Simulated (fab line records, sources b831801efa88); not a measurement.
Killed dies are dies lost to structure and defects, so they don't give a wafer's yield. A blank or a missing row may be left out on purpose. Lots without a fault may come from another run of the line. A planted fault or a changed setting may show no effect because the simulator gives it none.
A struck lot beside a sound one | flow sfq_line | 24 steps out of a route of 325
Sound: wafers L916.1, L916.5, L916.6. Struck: wafers L928.2, L928.4, L928.5. The cause comes at the end.
At each step with rows: each side's tool, then ch and its chambers, then its first start. Under that, the readings that differ: sound wafers | struck wafers | difference of the means | sigmas: that difference in standard deviations of wafers without a fault.
alike: readings whose means differ by less than 2 such deviations, and words and numbers that are the same on both sides. not compared: withheld readings, readings that some wafer has no value for, bounds like >300 that may hide the same value, and numbers for which the record gives no deviation and whose values overlap.
The two part at a step that has a row with sigmas, a row that says differs or no value, or rows on one side only. Numbers that don't overlap but have no deviation are shown without sigmas and don't part them. A reading that every wafer of one side lacks parts them only if that side has two wafers or more.

first, 2 steps without rows for these wafers: SFQ_TRILAYER_I3_VIA_STRIP_SOLV_CLEAN_090 (cleans in NMP, time 600 s); SFQ_TRILAYER_M4_DEP_PRE_CLEAN_092 (time 22.5 s).
SFQ_TRILAYER_M4_DEP_SPUTTER_091: material Nb, target thk 200 nm, time 133.3 s.
  sound on pvd_sputter-03, day 32 23:34; struck on pvd_sputter-03, day 37 08:37
  alike: base_pressure_pa, chamber_pressure_pa, throttle_valve_pct
SFQ_M4_RS_MEAS_924: measures by four-point-probe.
  sound on film_metro-03, day 32 23:40; struck on film_metro-04, day 37 08:44
  alike: M4_NB_RS
then, 6 steps without rows for these wafers: SFQ_TRILAYER_M4_LITHO_COAT_098 (resist thk 62 nm); SFQ_TRILAYER_M4_LITHO_COAT_093 (resist thk 600 nm); SFQ_TRILAYER_M4_LITHO_SOFTBAKE_097; SFQ_TRILAYER_M4_LITHO_EXPOSE_094 (exposes mask M4, target cd 500 nm); SFQ_TRILAYER_M4_LITHO_PEB_096 (peb time 60 s); SFQ_TRILAYER_M4_LITHO_DEVELOP_095 (time 60 s).
SFQ_M4_OVL_MEAS_926:
  sound on overlay-02, day 35 15:44; struck on overlay-02, day 39 02:14
  alike: M4_OVL
SFQ_TRILAYER_M4_BARC_OPEN_METAL_ETCH_123: etches BARC in O2, target depth 125 nm, time 41.7 s.
  sound on rie_metal-03 ch 0,1, day 35 15:46; struck on rie_metal-04 ch 0,1, day 39 02:16
  no value came back on the struck wafers for bias_w (W), chamber_pressure_mTorr (mTorr), drypump_motor_current_A (A), oes_product_au (a.u.); on the sound wafers bias_w (W) reads 79.87 80.00 80.19
  reading                                             | sound             | struck            | difference | sigmas
  model.KrF_of_TRILAYER_M4_LITHO_COAT_093.thk_nm (nm) | 522.6 523.4 522.2 | 576.1 576.8 574.6 | +53.1      |
  not compared: rf_hours_counter_h
SFQ_TRILAYER_M4_ETCH_METAL_ETCH_096: etches Nb in Cl2/Ar, stops on SiO2, target depth 240 nm, time 120 s.
  sound on rie_metal-03 ch 0,1, day 35 15:50; struck on rie_metal-04 ch 0,1, day 39 02:20
  reading                                             | sound             | struck            | difference | sigmas
  oes_product_au (a.u.)                               | 0.898 0.913 0.901 | 0.378 0.379 0.370 | -0.528     | -63
  model.KrF_of_TRILAYER_M4_LITHO_COAT_093.thk_nm (nm) | 385.3 384.7 378.9 | 435.5 435.9 431.3 | +51.3      |
  alike: bias_w, chamber_pressure_mTorr, drypump_motor_current_A
  not compared: rf_hours_counter_h
SFQ_TRILAYER_M4_STRIP_STRIP_097: strips in O2.
  sound on rie_metal-03 ch 0,1, day 35 15:57; struck on rie_metal-04 ch 0,1, day 39 02:28
  alike: drypump_motor_current_A, oes_product_au
  not compared: rf_hours_counter_h
then, 1 step without rows for these wafers: SFQ_TRILAYER_M4_STRIP_SOLV_CLEAN_098 (cleans in NMP, time 600 s).
SFQ_TRILAYER_I4_DEP_PECVD_099: deposits SiO2 from SiH4/N2O, time 111.11 s, target thk 500 nm.
  sound on pecvd-04 ch 0,1,2, day 35 16:44; struck on pecvd-04 ch 1,2, day 39 03:15
  alike: heater_power_outer_w, heater_power_w, throttle_valve_pct
-- the record jumps here: 3 days lie between the struck wafers' starts before and after --
SFQ_TRILAYER_I4_CMP_CMP_100: polishes SiO2.
  sound on cmp-01 ch 1,2, day 38 02:23; struck on cmp-02 ch 0,1,2, day 41 20:42
  alike: motor_current_A, time_to_endpoint_s
SFQ_I4_BOW_MEAS_927:
  sound on film_metro-01, day 38 04:53; struck on film_metro-02, day 41 22:43
  alike: I4_BOW
SFQ_TRILAYER_I4_METRO_MEASURE_101:
  sound on film_metro-01, day 38 05:00; struck on film_metro-02, day 41 23:01
  alike: thk_nm
then, 3 steps without rows for these wafers: SFQ_TRILAYER_I4_VIA_LITHO_COAT_108 (resist thk 62 nm); SFQ_TRILAYER_I4_VIA_LITHO_COAT_103 (resist thk 650 nm); SFQ_TRILAYER_I4_VIA_LITHO_SOFTBAKE_107.
-- the record jumps here: 4 days lie between the struck wafers' starts before and after --
SFQ_TRILAYER_I4_VIA_LITHO_EXPOSE_104: exposes mask I4, target cd 700 nm.
  sound on krf_scanner-01 ch 0, day 41 20:00; struck on krf_scanner-02, day 45 22:34
  no value came back on the struck wafers for exposure_dose_mJ_cm2, focus_offset_nm (nm); on the sound wafers exposure_dose_mJ_cm2 reads 21.290 21.306 21.293
  alike: mask
then, 1 step without rows for these wafers: SFQ_TRILAYER_I4_VIA_LITHO_PEB_106 (peb time 60 s).

WHERE THEY PART
First at SFQ_TRILAYER_M4_BARC_OPEN_METAL_ETCH_123; last, within this record, at SFQ_TRILAYER_I4_VIA_LITHO_EXPOSE_104.

WHY: what the simulator had put in
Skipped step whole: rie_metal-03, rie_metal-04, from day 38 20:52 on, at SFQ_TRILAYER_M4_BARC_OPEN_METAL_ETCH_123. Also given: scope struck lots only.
